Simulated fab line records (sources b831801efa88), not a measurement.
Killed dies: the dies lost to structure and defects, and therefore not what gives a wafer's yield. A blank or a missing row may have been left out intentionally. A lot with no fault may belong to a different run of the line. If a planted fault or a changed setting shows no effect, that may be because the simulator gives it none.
Chamber matching -- flow gf180mcu -- GF_V3_CMP_26 on cmp-02: 4 sister chambers
The step polishes, stops on SiO2, t overpolish 15 s, target thk 0 nm. 15 wafers are shown with their chamber, then 7 later ones without.

== EACH WAFER AND ITS CHAMBER ==
wafer,chamber,motor-current-A (A),platen-rpm (rpm),time-to-endpoint-s (s)
L320.3,3,11.5,60.01,83.2
L320.4,0,10.4,60.04,86.6
L320.5,0,11.3,60.00,84.0
L325.2,0,10.7,59.96,82.6
L325.4,3,11.8,59.95,85.4
L325.5,3,12.0,60.00,82.0
L327.3,2,11.7,60.03,87.4
L327.5,0,10.2,60.04,83.7
L328.3,2,11.5,60.04,84.3
L328.4,0,10.5,60.02,80.1
L338.2,1,10.2,59.98,86.4
L338.4,3,11.7,59.97,78.0
L338.6,3,11.6,60.01,86.0
L340.1,3,11.9,60.03,80.0
L340.3,0,11.0,60.06,79.4

SIGNATURES, as means of the wafers listed above
reading,chamber 0,chamber 1,chamber 2,chamber 3,scatter within a chamber
motor-current-A,10.683,10.200,11.600,11.750,0.305
platen-rpm,60.0200,59.9800,60.0350,59.9950,0.0313
time-to-endpoint-s,82.733,86.400,85.850,82.433,2.83
Rule: for each reading, subtract the chamber's mean from the wafer's reading, divide by that reading's scatter and square the result; add these up over the readings and take the root, which gives the wafer's distance from the chamber. If the next closest chamber is less than 2 further off than the closest, the wafer can't be placed; otherwise it belongs to the closest. The scatter: take each reading less its chamber's mean, square it, sum over the shown wafers, divide by the number of wafers less the number of chambers, and take the root.

== WAFERS WHOSE CHAMBER IS MISSING ==
wafer,motor-current-A (A),platen-rpm (rpm),time-to-endpoint-s (s)
L340.5,10.5,60.02,84.3
L341.2,11.0,59.97,82.0
L341.3,11.6,60.01,82.0
L341.4,11.6,59.94,82.8
L342.2,11.6,59.98,88.5
L342.3,11.7,60.00,84.2
L342.4,9.9,60.05,84.0

== EACH ONE'S CHAMBER ==
wafer,from the rows above,in truth
L340.5,can't be placed: 0 or 1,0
L341.2,can't be placed: 0 or 3 or 1 or 2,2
L341.3,can't be placed: 3 or 2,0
L341.4,can't be placed: 3 or 2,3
L342.2,can't be placed: 2 or 3 or 0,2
L342.3,can't be placed: 3 or 2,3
L342.4,can't be placed: 1 or 0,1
Correct placement for 0 of the 7. Can't be placed from these rows: 7 (the true chamber is among the candidates in 6). Number placed wrongly: 0.
